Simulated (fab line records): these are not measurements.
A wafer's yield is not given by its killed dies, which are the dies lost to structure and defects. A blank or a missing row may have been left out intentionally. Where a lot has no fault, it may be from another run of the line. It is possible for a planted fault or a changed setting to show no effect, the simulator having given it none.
fab line records	flow sky130
record: lots: 6	wafers: 18	last_day: 49
route steps=708 shown SD_N@344 SD_P@359 RES_XHIGH@360 PAD_OPEN@708
lots with no fault: from the same line, run without faults
start_h: hours from the record's first day to the start of the lot's first wafer shown	wait_h: hours elapsed since this lot's preceding step	" identical to the entry in the row above	L1.1+2: a row that stands for several wafers	- either no value or no given start	* or withheld: withheld	< > ~ a bound
route shown NAME@n: a module of which the file shows steps, and the number in the route of the first	usual: the fault-free wafers' mean and standard deviation	same: alike in all rows	chamber/n: place in a boat	sites: the reading at each site	_std_site: standard deviation across them	_edge_site: mean of outer sites minus mean of inner sites	radius_mm: how far each site lies from the wafer's centre	mask NAME#n: copy n	behind: the tool/chamber that last shaped the wafer	hold: what put the lot on hold/how long, in hours/how the hold closed	device: names the non-switching transistor (n, p or np)	end of line: tests run on the same wafers once the route is complete	a step with no rows: only its recipe	killed: at the first sort, the dies lost to defects and structure; wafer yield is something else	map: a wafer's dies, marking killed ones x, the rest . and places with no die _
set.NAME: setting as actually run; set.NAME@STEP: the setting as run at that earlier step	model.NAME: the simulator's own value behind a step, which no gauge read
lots seen at some steps along the route; tables by step, rows by wafer
services: when a tool's chamber went out of use (start_h, in hours from the record's first day, below 0 if earlier), for how many hours, and the reason
== steps ==
step: SKY_SD_N_COAT_02
recipe: resist: NOVOLAK	spin_rpm: 3000	resist_thk_nm: 1140
step: SKY_SD_N_SOFTBAKE_03
recipe: temp_c: 90	time_s: 60	resist: NOVOLAK
step: SKY_SD_N_EXPOSE_04
recipe: mask_id: NSDM	na: 0.6	source_shape: conventional	sigma_outer: 0.6	polarization: unpolarized	target_cd_nm: 380	dose_mj: 141
step: SKY_SD_N_PEB_05
recipe: temp_c: withheld	time_s: *	resist: NOVOLAK
step: SKY_SD_N_DEVELOP_06
recipe: resist: NOVOLAK	developer: TMAH	develop_time_s: 60	dev_temp_c: 23
step: SKY_SD_N_CD_MEAS_07
recipe: target_cd_nm: 380
usual: cd_nm: 380.3/2.4
lot.wafer	tool	chamber	start_h	wait_h	cd_nm
L255.3	cd_sem-01	-	652.93	0.1	379.5
L255.5	"	-	"	"	380.7
L255.6	"	-	"	"	380.4
L258.2	cd_sem-02	-	679.55	0.1	373.4
L258.4	"	-	"	"	374.5
L258.5	"	-	"	"	374.7
L267.1	cd_sem-02	-	758.53	0.1	380.7
L267.3	"	-	"	"	382.3
L267.6	"	-	"	"	382.8
L269.4	cd_sem-01	-	771.69	0.1	379.5
L269.5	"	-	"	"	380.7
L269.6	"	-	"	"	378.4
L272.2	cd_sem-02	-	796.86	0.1	383.3
L272.3	"	-	"	"	381.2
L272.6	"	-	"	"	382.1
L274.2	cd_sem-01	-	803.15	0.1	382.7
L274.5	"	-	"	"	379.3
L274.6	"	-	"	"	380.7
step: SKY_SD_N_OVL_MEAS_08
usual: SD_N_OVL: 0.9/1.3
lot.wafer	tool	chamber	start_h	wait_h	SD_N_OVL[nm]
L255.3	overlay-01	-	653.02	0.1	-1.3
L255.5	"	-	"	"	0.0
L255.6	"	-	"	"	-0.5
L258.2	overlay-02	-	679.66	0.1	-0.4
L258.4	"	-	"	"	-1.0
L258.5	"	-	"	"	0.2
L267.1	overlay-02	-	758.65	0.1	1.0
L267.3	"	-	"	"	-0.1
L267.6	"	-	"	"	0.6
L269.4	overlay-02	-	771.77	0.1	0.1
L269.5	"	-	"	"	-1.1
L269.6	"	-	"	"	-2.0
L272.2	overlay-01	-	796.97	0.1	-0.1
L272.3	"	-	"	"	1.5
L272.6	"	-	"	"	1.8
L274.2	overlay-01	-	803.26	0.1	1.5
L274.5	"	-	"	"	0.1
L274.6	"	-	"	"	-0.6
step: SKY_SD_N_IMPLANT_09
recipe: species: As	energy_kev: 50	dose_cm2: 4e+15	tilt_deg: 0
step: SKY_SD_N_IMPLANT_10
recipe: species: P	energy_kev: 20	dose_cm2: 1e+14	tilt_deg: 0
step: SKY_SD_N_STRIP_11
recipe: chemistry: O2/N2	power_w: 1400	pressure_mtorr: 1500	platen_temp_c: withheld	o2_flow_sccm: 3000	n2_flow_sccm: 300	overash_fraction: 0.5
usual: drypump_motor_current_A: 5.8/0.54	oes_product_au: 0.527/0.0041	strip_time_to_endpoint_s: 22.55/0.038
lot.wafer	tool	chamber	start_h	wait_h	drypump_motor_current_A	oes_product_au	rf_hours_counter_h	strip_time_to_endpoint_s
L255.3	plasma_asher-01	1	653.38	0.1	5.6	0.526	-	22.52
L255.5	"	1	"	"	5.6	0.528	-	22.50
L255.6	"	0	"	"	5.9	0.524	-	22.48
L258.2	plasma_asher-01	0	679.99	0.1	5.8	0.531	96	22.55
L258.4	"	1	"	"	5.6	0.520	-	22.51
L258.5	"	0	"	"	5.9	0.529	-	22.55
L267.1	plasma_asher-04	1	758.99	0.1	5.4	0.523	94	22.56
L267.3	"	0	"	"	4.7	0.526	-	22.57
L267.6	"	0	"	"	4.7	0.524	-	22.56
L269.4	plasma_asher-02	0	772.12	0.1	6.6	0.527	-	22.56
L269.5	"	0	"	"	6.6	0.518	-	22.61
L269.6	"	1	"	"	6.1	0.522	-	22.53
L272.2	plasma_asher-02	0	797.30	0.1	6.6	0.524	36	22.53
L272.3	"	1	"	"	6.1	0.522	-	22.53
L272.6	"	0	"	"	6.6	0.526	-	22.52
L274.2	plasma_asher-01	1	803.59	0.1	5.6	0.529	6	22.60
L274.5	"	0	"	"	5.8	0.530	-	22.64
L274.6	"	1	"	"	5.7	0.532	-	22.61
step: SKY_SD_N_TW_MEAS_12
usual: SD_N_TW: 3989/27
lot.wafer	tool	chamber	start_h	wait_h	SD_N_TW
L255.3	film_metro-01	-	653.47	0.1	3961
L255.5	"	-	"	"	3962
L255.6	"	-	"	"	3972
L258.2	film_metro-02	-	680.10	0.1	3983
L258.4	"	-	"	"	4005
L258.5	"	-	"	"	3987
L267.1	film_metro-03	-	759.09	0.1	3994
L267.3	"	-	"	"	4016
L267.6	"	-	"	"	4012
L269.4	film_metro-01	-	772.22	0.1	3971
L269.5	"	-	"	"	3963
L269.6	"	-	"	"	3931
L272.2	film_metro-02	-	797.41	0.1	3964
L272.3	"	-	"	"	3999
L272.6	"	-	"	"	4012
L274.2	film_metro-01	-	803.70	0.1	3960
L274.5	"	-	"	"	3946
L274.6	"	-	"	"	3941
step: SKY_SD_N_CLEAN_13
recipe: chemistry: SC1/SC2	mix: 1:4:20	temp_c: 70	time_s: 150	dry: n2_spin
step: SKY_SD_N_RTA_14
recipe: temp_c: 1075	time_s: 2	idle_temp_c: 650	ramp_up_c_per_s: 150	ramp_down_c_per_s: 90	ambient: N2
usual: lamp_power_pct: 15.74/0.052	wafer_temp_C_max: 1077.9/1.2
lot.wafer	tool	chamber	start_h	wait_h	lamp_power_pct	wafer_temp_C_max
L255.3	rtp_anneal-01	0	653.58	0.0	15.80	1075.2
L255.5	"	0	"	"	15.81	1076.9
L255.6	"	0	"	"	15.72	1076.5
L258.2	rtp_anneal-02	0	680.21	0.0	15.76	1078.1
L258.4	"	0	"	"	15.68	1078.2
L258.5	"	0	"	"	15.74	1076.1
L267.1	rtp_anneal-01	0	759.20	0.0	15.78	1087.5
L267.3	"	0	"	"	15.78	1087.5
L267.6	"	0	"	"	15.83	1088.3
L269.4	rtp_anneal-01	0	772.32	0.0	15.83	1087.6
L269.5	"	0	"	"	15.79	1089.9
L269.6	"	0	"	"	15.88	1089.7
L272.2	rtp_anneal-02	0	797.52	0.0	15.74	1078.7
L272.3	"	0	"	"	15.76	1078.9
L272.6	"	0	"	"	15.80	1076.5
L274.2	rtp_anneal-02	0	803.81	0.0	15.72	1077.0
L274.5	"	0	"	"	15.72	1080.7
L274.6	"	0	"	"	15.70	1079.1
step: SKY_SD_N_RS_MEAS_16
recipe: thk_meas_gauge: four-point-probe
usual: SD_N_RS: 68.62/0.11
lot.wafer	tool	chamber	start_h	wait_h	SD_N_RS[ohm/sq]
L255.3	film_metro-02	-	653.77	0.1	68.65
L255.5	"	-	"	"	68.72
L255.6	"	-	"	"	68.64
L258.2	film_metro-01	-	680.39	0.1	68.46
L258.4	"	-	"	"	68.63
L258.5	"	-	"	"	68.60
L267.1	film_metro-01	-	759.37	0.1	66.86
L267.3	"	-	"	"	66.84
L267.6	"	-	"	"	66.96
L269.4	film_metro-02	-	772.53	0.1	66.79
L269.5	"	-	"	"	66.76
L269.6	"	-	"	"	66.88
L272.2	film_metro-01	-	797.70	0.1	68.97
L272.3	"	-	"	"	68.65
L272.6	"	-	"	"	68.73
L274.2	film_metro-01	-	803.99	0.1	68.58
L274.5	"	-	"	"	68.78
L274.6	"	-	"	"	68.56
step: SKY_SD_N_RS_MEAS_17
recipe: thk_meas_gauge: four-point-probe
usual: SD_P_RS: 147.3/0.36
lot.wafer	tool	chamber	start_h	wait_h	SD_P_RS[ohm/sq]
L255.3	film_metro-02	-	653.89	0.1	146.8
L255.5	"	-	"	"	147.1
L255.6	"	-	"	"	146.8
L258.2	film_metro-01	-	680.51	0.1	147.2
L258.4	"	-	"	"	147.3
L258.5	"	-	"	"	147.4
L267.1	film_metro-01	-	759.49	0.1	138.4
L267.3	"	-	"	"	138.4
L267.6	"	-	"	"	139.1
L269.4	film_metro-02	-	772.65	0.1	138.2
L269.5	"	-	"	"	138.6
L269.6	"	-	"	"	138.3
L272.2	film_metro-01	-	797.82	0.1	147.7
L272.3	"	-	"	"	147.1
L272.6	"	-	"	"	147.3
L274.2	film_metro-01	-	804.11	0.1	146.9
L274.5	"	-	"	"	147.5
L274.6	"	-	"	"	147.2
step: SKY_SD_N_RS_MEAS_18
recipe: thk_meas_gauge: four-point-probe
usual: RES_XHIGH_RS: 333.3/1.3
lot.wafer	tool	chamber	start_h	wait_h	RES_XHIGH_RS[ohm/sq]
L255.3	film_metro-02	-	654.01	0.1	333.3
L255.5	"	-	"	"	332.3
L255.6	"	-	"	"	332.2
L258.2	film_metro-01	-	680.63	0.1	331.6
L258.4	"	-	"	"	332.0
L258.5	"	-	"	"	331.2
L267.1	film_metro-01	-	759.61	0.1	332.6
L267.3	"	-	"	"	333.1
L267.6	"	-	"	"	332.9
L269.4	film_metro-02	-	772.77	0.1	334.1
L269.5	"	-	"	"	333.7
L269.6	"	-	"	"	333.4
L272.2	film_metro-01	-	797.94	0.1	329.1
L272.3	"	-	"	"	330.6
L272.6	"	-	"	"	330.5
L274.2	film_metro-01	-	804.23	0.1	333.7
L274.5	"	-	"	"	332.6
L274.6	"	-	"	"	332.2
step: SKY_PAD_OPEN_PROBE_99
usual: killed_at_M0_to_M3: 42/7.6	killed_at_M4_up: 2.9/1.7	killed_at_contacts: 24/5.1	killed_at_front_end: 15/4	killed_at_other: 0.2/0.38	killed_dies: 84/9.9	killed_open: 46/7.2	killed_short: 38/6.6
same: gross_dies: 492	killed_at_back_side: 0
lot.wafer	tool	chamber	start_h	wait_h	killed_at_M0_to_M3	killed_at_M4_up	killed_at_contacts	killed_at_front_end	killed_at_other	killed_dies	killed_open	killed_short	model.etest.res_xhigh_po.line_ohm_um	model.etest.res_xhigh_po.rs_ohm_sq	model.etest.pfet_01v8.r_on_ohm_um	model.etest.res_pdiff.line_ohm_um	model.etest.res_high_po.line_ohm_um	model.etest.licon_high_po.rc_ohm	model.etest.res_ndiff.line_ohm_um	model.etest.res_high_po.rs_ohm_sq
L255.3	prober-01	-	1084.90	0.2	37	1	25	23	0	86	48	38	5841	2056	2793	1379	757.9	352.6	769.5	265.7
L255.5	prober-01	-	1085.00	0.2	46	5	33	22	0	106	53	53	5759	1968	2870	1408	750.9	348.8	770.1	263.1
L255.6	prober-01	-	1085.05	0.2	26	1	21	18	1	67	42	25	5838	2056	2748	1379	771.8	368.7	769.7	269.6
L258.2	prober-02	-	1102.04	0.1	40	3	22	17	0	82	41	41	5510	1924	2924	1352	757	355.2	759.3	264.5
L258.4	prober-02	-	1102.14	0.2	49	3	24	20	0	96	50	46	5702	1969	2913	1384	766.5	347.4	768.9	266.1
L258.5	prober-02	-	1102.19	0.2	37	2	26	20	0	85	46	39	5527	1924	2966	1366	760.2	344.1	766.5	262.7
L267.1	prober-01	-	1156.70	0.1	39	8	25	16	0	88	57	31	5082	1797	2754	1272	678.6	310.1	731.1	241.3
L267.3	prober-01	-	1156.80	0.2	46	8	20	8	0	82	45	37	5233	1818	2686	1262	692.3	310.8	730.6	240.7
L267.6	prober-01	-	1156.95	0.2	51	5	21	10	0	87	46	41	4916	1700	2733	1272	667.1	296.6	718.9	235.2
L269.4	prober-01	-	1165.55	0.2	41	3	14	12	0	70	41	29	4984	1745	2713	1315	674.1	299.4	753.4	237.8
L269.5	prober-01	-	1165.60	0.2	42	2	26	26	0	96	56	40	4830	1684	2699	1262	667.3	285.2	732.8	229.7
L269.6	prober-01	-	1165.65	0.2	44	1	20	15	0	80	41	39	5010	1755	2701	1268	676.1	300.6	746.9	236.5
L272.2	prober-02	-	1182.35	0.1	43	6	24	13	0	86	45	40	5221	1847	2756	1386	737	336.9	770.9	251.9
L272.3	prober-02	-	1182.40	0.2	34	3	21	14	1	73	34	39	5618	1943	2877	1359	744.9	352.7	745.2	256.9
L272.6	prober-02	-	1182.55	0.2	38	6	22	14	0	80	41	39	5470	1885	2807	1401	727.5	331.1	768.5	253.1
L274.2	prober-02	-	1184.60	0.1	44	4	24	23	0	95	49	46	5497	1934	2884	1332	728.7	358.6	761.3	256
L274.5	prober-02	-	1184.75	0.2	54	3	26	15	0	98	52	46	5597	1950	2921	1374	740.6	347.8	764.3	259.7
L274.6	prober-02	-	1184.80	0.2	39	2	18	14	0	73	42	31	5734	1987	2837	1342	743.1	354.5	758.7	261.9
killed by level:class
L255.3 CONTACT:geometric_particle:open=9 METAL2:geometric_particle:short=9 FIELD_ISO:geometric_particle:open=7 VIA1:geometric_particle:short=6 POLY_GATE:geometric_particle:short=6 LI_CONTACT:geometric_particle:open=6 POLY_GATE:geometric_particle:open=5 LOCAL_INTERCONNECT:geometric_particle:short=5
L255.5 CONTACT:geometric_particle:open=12 VIA1:geometric_particle:open=10 LI_CONTACT:geometric_particle:open=9 METAL1:geometric_particle:short=7 METAL3:geometric_particle:short=7 VIA3:geometric_particle:open=6 FIELD_ISO:geometric_particle:open=5 VIA1:geometric_particle:short=5
L255.6 LI_CONTACT:geometric_particle:open=9 FIELD_ISO:geometric_particle:open=8 VIA1:geometric_particle:open=5 METAL2:geometric_particle:short=5 FIELD_ISO:geometric_particle:short=4 VIA2:geometric_particle:open=4 CONTACT:geometric_particle:open=4 VIA3:geometric_particle:open=4
L258.2 VIA1:geometric_particle:open=8 CONTACT:geometric_particle:open=6 METAL1:geometric_particle:short=6 VIA1:geometric_particle:short=6 FIELD_ISO:geometric_particle:short=5 CONTACT:geometric_particle:short=5 METAL2:geometric_particle:short=5 VIA3:geometric_particle:open=5
L258.4 VIA1:geometric_particle:open=13 CONTACT:geometric_particle:open=8 LOCAL_INTERCONNECT:geometric_particle:short=7 VIA2:geometric_particle:open=7 VIA3:geometric_particle:open=6 METAL1:geometric_particle:short=6 METAL2:geometric_particle:short=6 FIELD_ISO:geometric_particle:open=5
L258.5 VIA1:geometric_particle:open=14 CONTACT:geometric_particle:open=10 METAL1:geometric_particle:short=9 FIELD_ISO:geometric_particle:short=6 POLY_GATE:geometric_particle:open=5 LOCAL_INTERCONNECT:geometric_particle:short=5 FIELD_ISO:geometric_particle:open=4 LI_CONTACT:geometric_particle:short=4
L267.1 CONTACT:geometric_particle:open=15 VIA1:geometric_particle:open=10 VIA3:geometric_particle:open=7 VIA2:geometric_particle:open=7 POLY_GATE:geometric_particle:short=5 METAL4:geometric_particle:short=5 LI_CONTACT:geometric_particle:open=4 METAL1:geometric_particle:short=4
L267.3 VIA3:geometric_particle:open=11 VIA1:geometric_particle:open=8 LI_CONTACT:geometric_particle:open=7 METAL1:geometric_particle:short=7 METAL4:geometric_particle:short=7 VIA2:geometric_particle:open=5 CONTACT:geometric_particle:open=5 METAL3:geometric_particle:short=4
L267.6 VIA1:geometric_particle:open=10 VIA2:geometric_particle:open=9 METAL2:geometric_particle:short=7 VIA3:geometric_particle:open=7 LI_CONTACT:geometric_particle:open=6 LOCAL_INTERCONNECT:geometric_particle:short=6 METAL1:geometric_particle:short=5 VIA2:geometric_particle:short=5
L269.4 VIA1:geometric_particle:open=12 VIA1:geometric_particle:short=6 LI_CONTACT:geometric_particle:open=5 VIA3:geometric_particle:open=4 CONTACT:geometric_particle:open=4 METAL1:geometric_particle:short=4 METAL2:geometric_particle:short=4 SONOS_ONO:geometric_particle:open=3
L269.5 FIELD_ISO:geometric_particle:open=9 VIA1:geometric_particle:open=9 CONTACT:geometric_particle:open=8 VIA2:geometric_particle:open=8 METAL1:geometric_particle:short=7 LI_CONTACT:geometric_particle:open=6 LOCAL_INTERCONNECT:geometric_particle:short=5 CONTACT:geometric_particle:short=5
L269.6 VIA1:geometric_particle:open=12 CONTACT:geometric_particle:open=10 METAL2:geometric_particle:short=9 POLY_GATE:geometric_particle:open=4 POLY_GATE:geometric_particle:short=4 VIA2:geometric_particle:open=4 LI_CONTACT:geometric_particle:open=4 VIA2:geometric_particle:short=4
L272.2 METAL1:geometric_particle:short=12 CONTACT:geometric_particle:open=11 VIA1:geometric_particle:open=8 VIA2:geometric_particle:open=8 FIELD_ISO:geometric_particle:open=4 LI_CONTACT:geometric_particle:open=4 POLY_CUT:geometric_particle:short=3 CONTACT:geometric_particle:short=3
L272.3 CONTACT:geometric_particle:open=9 VIA1:geometric_particle:open=6 METAL2:geometric_particle:short=6 POLY_GATE:geometric_particle:short=5 LI_CONTACT:geometric_particle:open=5 CONTACT:geometric_particle:short=4 METAL1:geometric_particle:short=4 FIELD_ISO:geometric_particle:short=3
L272.6 VIA1:geometric_particle:open=8 VIA2:geometric_particle:open=8 LI_CONTACT:geometric_particle:open=6 LOCAL_INTERCONNECT:geometric_particle:short=6 CONTACT:geometric_particle:open=5 METAL1:geometric_particle:short=5 METAL2:geometric_particle:short=5 METAL4:geometric_particle:short=5
L274.2 CONTACT:geometric_particle:open=9 METAL2:geometric_particle:short=9 VIA1:geometric_particle:open=9 FIELD_ISO:geometric_particle:open=6 VIA3:geometric_particle:open=5 METAL1:geometric_particle:short=5 VIA1:geometric_particle:short=5 VIA2:geometric_particle:open=5
L274.5 CONTACT:geometric_particle:open=12 VIA1:geometric_particle:open=10 METAL2:geometric_particle:short=10 VIA2:geometric_particle:open=9 LI_CONTACT:geometric_particle:open=5 VIA1:geometric_particle:short=5 VIA2:geometric_particle:short=5 LI_CONTACT:geometric_particle:short=4
L274.6 VIA1:geometric_particle:open=10 CONTACT:geometric_particle:open=9 VIA2:geometric_particle:open=9 FIELD_ISO:geometric_particle:short=6 METAL1:geometric_particle:short=5 METAL2:geometric_particle:short=4 FIELD_ISO:geometric_particle:open=3 LOCAL_INTERCONNECT:geometric_particle:open=3
== services ==
tool	chamber	start_h	hours	kind
rtp_anneal-01	-	633.70	4.2	pm
plasma_asher-04	-	676.84	2.6	repair
plasma_asher-02	-	686.47	2.8	pm
plasma_asher-01	-	733.75	9.0	pm
plasma_asher-01	0	733.75	9.0	vent_cycle
plasma_asher-01	1	733.75	9.0	vent_cycle
plasma_asher-01	0	742.75	-	clean
plasma_asher-01	1	742.75	-	clean
== key ==
first_sign: step: SKY_SD_N_RTA_14	reading: wafer_temp_C_max	direction: up	sigmas: 8.8	usual: *	struck: *
effect: step: SKY_SD_N_RTA_14	reading: lamp_power_pct	direction: up	sigmas: 1.6	usual: 15.74	struck: 15.82
effect: step: SKY_SD_N_RS_MEAS_16	reading: SD_N_RS	direction: down	sigmas: 16	usual: 68.62	struck: 66.85
effect: step: SKY_SD_N_RS_MEAS_17	reading: SD_P_RS	direction: down	sigmas: 24	usual: 147.3	struck: 138.5
model_effect: step: SKY_PAD_OPEN_PROBE_99	value: etest.res_xhigh_po.line_ohm_um	without: 5511	struck: 5009
met_at SKY_SD_N_RTA_14
struck_wafers L267.1,L267.3,L267.6,L269.4,L269.5,L269.6
tester_left_out L267,L269
onset_between 653.58 759.20
fault: kind: process_parameter_drift	tool: rtp_anneal-01	chamber: -	onset_h: 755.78	steps: SKY_SD_N_RTA_14	channel: temp_c	offset: *	shape: step	end_h: 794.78	acts_in: *	stated: *
tester_left_out: of these lots the tester's yield and bins aren't shown, on N5 and GAA mostly nor the transistor test; their killed dies are dies lost to structure and defects alone, not to doping, threshold or leakage, so they don't give the yield
